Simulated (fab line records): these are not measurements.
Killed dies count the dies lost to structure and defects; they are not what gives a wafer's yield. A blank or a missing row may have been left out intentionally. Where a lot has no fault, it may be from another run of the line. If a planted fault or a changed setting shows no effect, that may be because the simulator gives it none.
Code-filled problem report in 8D (eight disciplines) form :: flow sky130 :: the parts of the form that need people (team, actions taken, sign-off) are left out

## 1. WHAT WENT WRONG
At SKY_LDD_HVN_IMPLANT_08, beam_energy_keV averages 61.891 over 6 wafers from 2 lots, while fault-free wafers read 60.005, standard deviation 0.02. That is +94 standard deviations from the usual mean.
The first sign was on wafer L407.2 at day 24 21:17, on implanter-03. The record has a number at this step for 18 wafers belonging to 6 lots. By rule, "out" or "out of limits" means more than 4 standard deviations away from the usual mean. Any other wafer with a number is counted as sound.

## 2. WHAT THIS IS AND IS NOT
question: which readings at this step
is: beam_energy_keV
is not: -

question: which lots
is: L407, L409
is not: L398, L405, L412, L414

question: which wafers of those lots
is: all that have a number
is not: -

question: read on which tools
is: implanter-03
is not: implanter-01, implanter-04

question: when
is: from day 24 21:17
is not: up to then (6 sound wafers); but 6 sound wafers of L412, L414 came after

## 3. WHAT RULES OUT EACH SUSPECT
Counting: a tool stays on the suspect list if, at a process step up to the reading, it processed all lots that are out and no sound lot following the first of them.
- implanter-03 at SKY_LDD_HVN_IMPLANT_08: kept. It processed each lot that is out, first L407 at day 24 21:17, and no sound lot thereafter; up to then, the last sound lot it processed was L405 at day 24 12:27. Its own beam_energy_keV readings are out on those wafers.
Remaining after the count: implanter-03 at SKY_LDD_HVN_IMPLANT_08.

## 4. THE CAUSE (what the simulator had put in)
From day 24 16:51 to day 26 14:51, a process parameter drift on implanter-03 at SKY_LDD_HVN_IMPLANT_08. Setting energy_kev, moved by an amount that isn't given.
Only this tool survived the counting.

## 5. THE EFFECT CHAIN, in route order
Each row: a reading whose mean over the struck wafers that have a number lies more than 3 standard deviations from the usual. Readings are gone through only where the record gives a usual standard deviation; hours: the median, over the lots, of the time from a lot's start at the first step in this table giving one to that lot's start at this step; sigmas: the change measured in usual standard deviations.
hours: 0
step: SKY_LDD_HVN_IMPLANT_08
reading: beam_energy_keV
usual: 60.005
on struck wafers: 61.891
change: +1.886
sigmas: +94
Here are the process steps it includes:
- SKY_LDD_HVN_IMPLANT_08

## 6. WHAT WOULD HAVE CAUGHT IT SOONER
The fault began at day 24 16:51; the first out-of-limits reading in this record came at day 24 21:17, 4 hours later.
